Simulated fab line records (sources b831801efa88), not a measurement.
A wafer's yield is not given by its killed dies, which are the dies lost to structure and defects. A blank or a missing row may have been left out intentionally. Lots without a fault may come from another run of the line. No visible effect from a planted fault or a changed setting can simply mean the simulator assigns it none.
fab line records | flow gf180mcu
record: lots: 5 wafers: 14 lastDay: 33
route steps=602 shown M2@379 V2@382
lots untouched by any fault: they come from a run of this same line in which no faults occurred
startH: start of the lot's first displayed wafer, in hours after the record's first day | waitH: how many hours have passed since the lot's step before this one | " repeats the value in the row above | L1.1+2: a row that stands for several wafers | - value missing, or start not given | * or withheld: withheld | < > ~ a bound
route shown NAME@n: names a module that has steps shown in the file, with the first one's number in the route | usual: mean/standard deviation of fault-free wafers | same: alike in all rows | chamber/n: place in a boat | sites: readings site by site | _std_site: standard deviation across them | _edge_site: inner sites' mean taken away from outer sites' mean | radiusMm: how far each site lies from the wafer's centre | mask NAME#n: copy n | behind: the last tool/chamber to shape the wafer | hold: cause of the lot's hold/its duration in hours/its outcome | device: the transistor (n, p or np) that didn't switch | end of line: tests run on the same wafers once the route is complete | a step given without rows: its recipe and nothing more | killed: not the wafer's yield, but the dies lost to structure and defects at the first sort | map: shows each die of a wafer: x if killed, . if not, _ if none is there
set.NAME: the run value of the setting; set.NAME@STEP: its run value at that earlier step | model.NAME: the simulator's own value behind a step, which no gauge read
lots at some steps of the route; a table a step, a row a wafer
services: when a tool's chamber went out of use (startH, in hours from the record's first day, below 0 if earlier), for how many hours, and the reason
== steps ==
step: GF_M2_STRIP_17
recipe: chemistry: O2/N2 powerW: 1400 pressureMtorr: 1500 platenTempC: 250 o2FlowSccm: 3000 n2FlowSccm: 300 overashFraction: 0.5
usual: drypumpMotorCurrentA: 5.4/0.72 heaterPowerW: 348/28 n2FlowSccm: 299.9/0.97 oesProductAu: 0.540/0.0057 platenTempC: 249.99/0.19 stripTimeToEndpointS: 7.43/0.073
same: overashFraction: 0.5
columns lot.wafer tool chamber startH waitH drypumpMotorCurrentA heaterPowerW n2FlowSccm oesProductAu platenTempC rfHoursCounterH stripTimeToEndpointS
L552.2 plasmaAsher-02 0 438.23 0.2 6.7 319 300.9 0.537 250.28 1 7.43
L552.3 " 1 " " 5.4 344 300.5 0.533 249.80 - 7.41
L552.5 " 1 " " 5.4 337 299.7 0.539 249.94 - 7.44
L564.2 plasmaAsher-03 1 566.33 0.1 4.9 323 300.6 0.535 250.06 93 7.29
L564.6 " 1 " " 4.9 314 300.6 0.549 250.01 - 7.50
L566.2 plasmaAsher-04 1 573.10 0.1 5.2 409 299.9 0.542 250.16 79 7.43
L566.5 " 0 " " 6.1 391 300.3 0.547 249.94 - 7.44
L566.6 " 1 " " 5.2 402 299.5 0.539 249.90 - 7.40
L567.1 plasmaAsher-02 0 577.45 0.1 6.7 323 299.0 0.547 250.08 15 7.45
L567.5 " 0 " " 6.7 321 300.3 0.534 250.23 - 7.42
L567.6 " 1 " " 5.4 337 299.7 0.546 250.07 - 7.43
L570.2 plasmaAsher-02 1 599.79 0.1 5.4 344 301.1 0.541 249.63 17 7.51
L570.3 " 1 " " 5.4 340 299.0 0.547 249.81 - 7.43
L570.5 " 0 " " 6.8 326 299.8 0.543 249.94 - 7.47
step: GF_M2_STRIP_18
recipe: chemistry: postEtchResidueRemover timeS: 1200 tempC: 72.5
step: GF_M2_CLEAN_19
recipe: chemistry: DIW dry: n2Spin
step: GF_V2_CVD_00
recipe: material: SiO2 targetThkNm: 600 sigmaOpenFrac: 0.3 tempC: 400 timeS: 100 sih4FlowSccm: 60 pressureMtorr: 6
step: GF_V2_THK_MEAS_01
recipe: reads: SiO2_of_V2_CVD_00
usual: V2_CVD_00_THK: 597/8.7
columns lot.wafer tool chamber startH waitH V2_CVD_00_THK[nm]
L552.2 filmMetro-01 - 438.85 0.0 587
L552.3 " - " " 589
L552.5 " - " " 597
L564.2 filmMetro-03 - 566.94 0.0 600
L564.6 " - " " 588
L566.2 filmMetro-03 - 573.78 0.0 615
L566.5 " - " " 593
L566.6 " - " " 606
L567.1 filmMetro-01 - 578.12 0.0 618
L567.5 " - " " 596
L567.6 " - " " 608
L570.2 filmMetro-04 - 600.45 0.0 599
L570.3 " - " " 590
L570.5 " - " " 611
step: GF_V2_CVD_02
recipe: material: SiO2 targetThkNm: 850 precursor: TEOS tempC: 400 timeS: 94.851 rfW: 600
usual: heaterPowerW: 663/120 susceptorTempC: 399.99/0.2
columns lot.wafer tool chamber startH waitH heaterPowerW susceptorTempC
L552.2 pecvd-04 2 438.90 0.0 420 399.72
L552.3 " 0 " " 738 400.07
L552.5 " 2 " " 470 400.10
L564.2 pecvd-01 1 566.99 0.0 577 399.87
L564.6 " 1 " " 642 399.74
L566.2 pecvd-01 1 573.83 0.0 661 400.06
L566.5 " 2 " " 850 400.15
L566.6 " 1 " " 688 400.39
L567.1 pecvd-01 1 578.18 0.1 650 399.93
L567.5 " 1 " " 661 400.14
L567.6 " 0 " " 685 399.84
L570.2 pecvd-04 0 600.50 0.0 663 400.41
L570.3 " 1 " " 722 400.10
L570.5 " 1 " " 603 400.08
step: GF_V2_THK_MEAS_03
recipe: reads: SiO2_of_V2_CVD_02
usual: V2_CVD_02_THK: 849/14
columns lot.wafer tool chamber startH waitH V2_CVD_02_THK[nm]
L552.2 filmMetro-04 - 438.98 0.0 820
L552.3 " - " " 845
L552.5 " - " " 838
L564.2 filmMetro-04 - 567.07 0.0 831
L564.6 " - " " 845
L566.2 filmMetro-04 - 573.91 0.0 815
L566.5 " - " " 836
L566.6 " - " " 842
L567.1 filmMetro-01 - 578.25 0.0 830
L567.5 " - " " 854
L567.6 " - " " 846
L570.2 filmMetro-03 - 600.58 0.0 843
L570.3 " - " " 835
L570.5 " - " " 842
step: GF_V2_CMP_04
recipe: material: SiO2 downForcePsi: 4 platenRpm: 60 padVelocityMS: 0.94248
usual: motorCurrentA: 11.5/1.1 slurryFlowMlMin: 150.0/0.49 timeToEndpointS: 80/5.8
columns lot.wafer tool chamber startH waitH motorCurrentA slurryFlowMlMin timeToEndpointS
L552.3 cmp-01 3 439.03 0.0 12.7 150.2 80
L552.2 " 2 " " 11.4 149.6 71
L552.5 " 3 " " 12.5 150.9 75
L564.2 cmp-02 2 567.22 0.1 12.8 150.7 73
L564.6 " 0 " " 10.2 149.9 88
L566.2 cmp-01 3 573.96 0.0 12.8 149.4 65
L566.6 " 3 " " 12.6 149.8 77
L566.5 " 0 " " 11.0 149.1 77
L567.1 cmp-02 2 578.41 0.1 13.0 150.0 68
L567.6 " 0 " " 10.5 150.1 80
L567.5 " 1 " " 10.0 150.3 76
L570.3 cmp-02 2 600.68 0.1 13.2 150.7 67
L570.2 " 0 " " 10.3 150.5 77
L570.5 " 2 " " 14.0 150.2 71
step: GF_V2_BOW_MEAS_05
recipe: mode: bow
usual: V2_BOW: 100/8.1
columns lot.wafer tool chamber startH waitH V2_BOW[um]
L552.2 filmMetro-03 - 439.35 0.1 107
L552.3 " - " " 96
L552.5 " - " " 115
L564.2 filmMetro-04 - 567.44 0.2 107
L564.6 " - " " 99
L566.2 filmMetro-01 - 574.28 0.3 83
L566.5 " - " " 80
L566.6 " - " " 101
L567.1 filmMetro-01 - 578.61 0.1 106
L567.5 " - " " 94
L567.6 " - " " 90
L570.2 filmMetro-03 - 600.95 0.1 94
L570.3 " - " " 94
L570.5 " - " " 89
step: GF_V2_DEHYDRATE_06
recipe: tempC: 200 timeS: 60
step: GF_V2_HMDS_07
recipe: primeTimeS: 60 primeTempC: 120
step: GF_V2_COAT_08
recipe: resist: BARC tempC: withheld timeS: withheld spinRpm: withheld resistThkNm: withheld
step: GF_V2_COAT_09
recipe: resist: KrF spinRpm: withheld resistThkNm: 1000
columns lot.wafer tool chamber startH waitH model.KrF_of_V2_COAT_09.thkNm
L552.2 lithoTrack-02 0 451 - 1006
L552.3 " 0 " " 1004
L552.5 " 0 " " 1003
L564.2 lithoTrack-02 0 578 - 1007
L564.6 " 0 " " 1038
L566.2 lithoTrack-03 0 584 - 998
L566.5 " 0 " " 996.6
L566.6 " 0 " " 995.8
L567.1+5 lithoTrack-04 0 589 - 1002
L567.6 " 0 " " 997.8
L570.2+3 lithoTrack-04 0 610 - 1002
L570.5 " 0 611 - 1003
step: GF_V2_SOFTBAKE_10
recipe: tempC: 130 timeS: 60 resist: KrF
step: GF_V2_EXPOSE_11
recipe: maskId: Via2 targetCdNm: 260 na: 0.68 sourceShape: conventional sigmaOuter: 0.6 doseMj: 38
step: GF_V2_PEB_12
recipe: pebTempC: 135 pebTimeS: 90 resist: KrF
step: GF_V2_DEVELOP_13
recipe: developTimeS: 60 resist: KrF devTempC: 21
columns lot.wafer tool chamber startH waitH model.KrF_of_V2_COAT_09.thkNm
L552.2 lithoTrack-04 0 463.29 0.2 991.4
L552.3 " 0 " " 988.9
L552.5 " 0 " " 988.4
L564.2 lithoTrack-04 0 588.79 0.2 992.1
L564.6 " 0 " " 1024
L566.2 lithoTrack-03 0 595.34 0.2 983
L566.5 " 0 " " 981.6
L566.6 " 0 " " 980.8
L567.1 lithoTrack-03 0 599.66 0.2 987.4
L567.5 " 0 " " 987.3
L567.6 " 0 " " 982.8
L570.2 lithoTrack-02 0 621.02 0.2 987.3
L570.3 " 0 " " 987
L570.5 " 0 " " 988.5
step: GF_V2_CD_MEAS_14
recipe: targetCdNm: 260
usual: cdNm: 259.7/1
columns lot.wafer tool chamber startH waitH cdNm
L552.2 cdSem-02 - 463.44 0.1 258.6
L552.3 " - " " 259.4
L552.5 " - " " 258.3
L564.2 cdSem-02 - 588.94 0.1 259.9
L564.6 " - " " 260.1
L566.2 cdSem-01 - 595.48 0.1 260.2
L566.5 " - " " 259.8
L566.6 " - " " 260.2
L567.1 cdSem-02 - 599.81 0.1 259.6
L567.5 " - " " 261.2
L567.6 " - " " 260.9
L570.2 cdSem-01 - 621.16 0.1 259.9
L570.3 " - " " 260.0
L570.5 " - " " 260.5
step: GF_V2_OVL_MEAS_15
usual: V2_OVL: 2/7.3
columns lot.wafer tool chamber startH waitH V2_OVL[nm]
L552.2 overlay-02 - 463.54 0.1 -6
L552.3 " - " " 11
L552.5 " - " " 0
L564.2 overlay-01 - 589.04 0.1 -20
L564.6 " - " " -11
L566.2 overlay-01 - 595.59 0.1 -6
L566.5 " - " " -6
L566.6 " - " " 6
L567.1 overlay-02 - 599.93 0.1 4
L567.5 " - " " 7
L567.6 " - " " -1
L570.2 overlay-02 - 621.27 0.1 -2
L570.3 " - " " -4
L570.5 " - " " -3
step: GF_V2_ETCH_16
recipe: chemistry: N2/H2 targetDepthA: withheld overetchA: withheld timeS: withheld target: BARC ionEnergyEv: 200 sourceW: 500 biasW: 100 pressureMtorr: 30 n2FlowSccm: 100 h2FlowSccm: 200
usual: drypumpMotorCurrentA: 5.9/0.43 n2FlowSccm: 100.0/0.31 oesProductAu: 0.856/0.0049 throttleValvePct: 13.226/0.0085
columns lot.wafer tool chamber startH waitH drypumpMotorCurrentA n2FlowSccm oesProductAu throttleValvePct
L552.2 rieDiel-01 0 463.57 0.0 6.0 99.9 0.855 13.215
L552.3 " 2 " " 6.6 100.4 0.850 13.219
L552.5 " 1 " " 6.5 99.6 0.858 13.224
L564.2 rieDiel-03 1 589.07 0.0 5.6 100.0 0.856 13.217
L564.6 " 2 " " 5.6 100.2 0.861 13.228
L566.2 rieDiel-01 3 595.62 0.0 6.1 100.1 0.854 13.234
L566.5 " 3 " " 6.1 100.3 0.854 13.228
L566.6 " 0 " " 6.0 100.1 0.861 13.221
L567.1 rieDiel-03 3 599.97 0.0 5.4 99.7 0.856 13.212
L567.5 " 0 " " 6.4 100.5 0.857 13.233
L567.6 " 1 " " 5.6 100.3 0.853 13.227
L570.2 rieDiel-01 3 621.30 0.0 6.1 100.0 0.859 13.220
L570.3 " 2 " " 6.6 99.9 0.855 13.219
L570.5 " 2 " " 6.6 100.0 0.863 13.247
step: GF_V2_ETCH_17
recipe: chemistry: C4F8/O2/Ar maskMaterial: KrF target: SiO2 stopOn: TiN sourceW: 1500 biasW: 1200 pressureMtorr: 40 c4f8FlowSccm: withheld O2_flow_sccm: 6 Ar_flow_sccm: 300 timeS: withheld targetDepthA: 6300
usual: oesProductAu: 0.857/0.0046
columns lot.wafer tool chamber startH waitH oesProductAu
L552.2 rieDiel-01 0 - - 0.854
L552.3 " 2 " " 0.866
L552.5 " 1 " " 0.859
L564.2 rieDiel-03 1 - - 0.848
L564.6 " 2 " " 0.859
L566.2 rieDiel-01 3 - - 0.855
L566.5 " 3 " " 0.855
L566.6 " 0 " " 0.865
L567.1 rieDiel-03 3 - - 0.857
L567.5 " 0 " " 0.860
L567.6 " 1 " " 0.863
L570.2 rieDiel-01 3 - - 0.863
L570.3 " 2 " " 0.851
L570.5 " 2 " " 0.857
step: GF_V2_STRIP_18
recipe: chemistry: O2/N2 powerW: 1400 pressureMtorr: 1500 platenTempC: 250 o2FlowSccm: 3000 n2FlowSccm: 300 overashFraction: 0.5
usual: drypumpMotorCurrentA: 5.4/0.65 heaterPowerW: 339/19 n2FlowSccm: 300.2/0.88 oesProductAu: 0.594/0.0053 platenTempC: 249.99/0.16
same: overashFraction: 0.5
columns lot.wafer tool chamber startH waitH drypumpMotorCurrentA heaterPowerW n2FlowSccm oesProductAu platenTempC rfHoursCounterH
L552.2 plasmaAsher-02 1 463.70 - 5.4 340 300.6 0.595 249.87 3
L552.3 " 0 " " 6.8 322 300.9 0.588 249.98 -
L552.5 " 0 " " 6.7 328 300.4 0.594 250.16 -
L564.2 plasmaAsher-02 1 589.20 - 5.4 334 300.8 0.597 249.90 16
L564.6 " 1 " " 5.4 344 300.8 0.610 249.81 -
L566.2 plasmaAsher-01 1 595.75 - 5.4 368 300.0 0.591 249.93 47
L566.5 " 1 " " 5.4 370 300.8 0.590 249.96 -
L566.6 " 0 " " 5.2 325 300.8 0.586 250.01 -
L567.1 plasmaAsher-02 1 600.10 - 5.4 334 299.6 0.593 249.68 17
L567.5 " 1 " " 5.4 330 300.5 0.594 249.80 -
L567.6 " 0 " " 6.7 316 299.5 0.594 250.01 -
L570.2 plasmaAsher-03 1 621.43 - 4.9 335 299.7 0.593 249.72 99
L570.3 " 0 " " 4.7 363 299.7 0.595 249.80 -
L570.5 " 1 " " 4.9 319 300.7 0.598 250.05 -
step: GF_V2_STRIP_19
recipe: chemistry: postEtchResidueRemover timeS: 1200 tempC: 72.5
== services ==
columns tool chamber startH hours kind
plasmaAsher-02 - 420.44 1.4 repair
plasmaAsher-02 - 421.83 9.0 pm
cmp-02 - 423.53 1.0 repair
rieDiel-01 - 426.37 0.5 repair
pecvd-01 1 426.57 10.2 repair
pecvd-01 0 433.90 5.6 repair
cmp-01 - 438.16 0.7 repair
plasmaAsher-02 - 458.43 3.9 repair
rieDiel-03 0 472.03 61.6 repair
cmp-02 - 482.21 1.7 repair
cmp-02 - 496.09 1.9 repair
rieDiel-03 2 506.62 1.4 repair
rieDiel-01 1 513.99 5.8 repair
rieDiel-03 2 531.34 27.6 repair
pecvd-04 - 567.76 28.1 pm
rieDiel-03 1 570.79 4.8 repair
cmp-02 - 572.08 4.0 pm
cmp-01 - 584.21 2.3 repair
cmp-02 - 586.19 1.1 repair
pecvd-01 - 591.12 14.0 pm
cmp-01 - 597.31 5.2 pm
cmp-01 - 604.11 1.0 repair
pecvd-04 - 608.88 2.8 pm
pecvd-01 - 614.59 14.6 pm
== key ==
firstSign: step: GF_V2_STRIP_18 reading: oesProductAu direction: up sigmas: 3.1 usual: 0.594 struck: 0.610
effect none on later readings
modelEffect: step: GF_V2_COAT_09 value: KrF_of_V2_COAT_09.thkNm without: 1006 struck: 1038
modelEffect: step: GF_V2_DEVELOP_13 value: KrF_of_V2_COAT_09.thkNm without: 990.9 struck: 1024
metAt GF_V2_COAT_09
struckWafers L564.6
onsetBetween 451 578
fault: kind: processParameterDrift tool: lithoTrack-02 chamber: - onsetH: 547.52 steps: GF_V2_COAT_09 channel: resistThkNm offset: * shape: step endH: 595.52 scope: struckWafersOnly actsIn: * stated: *
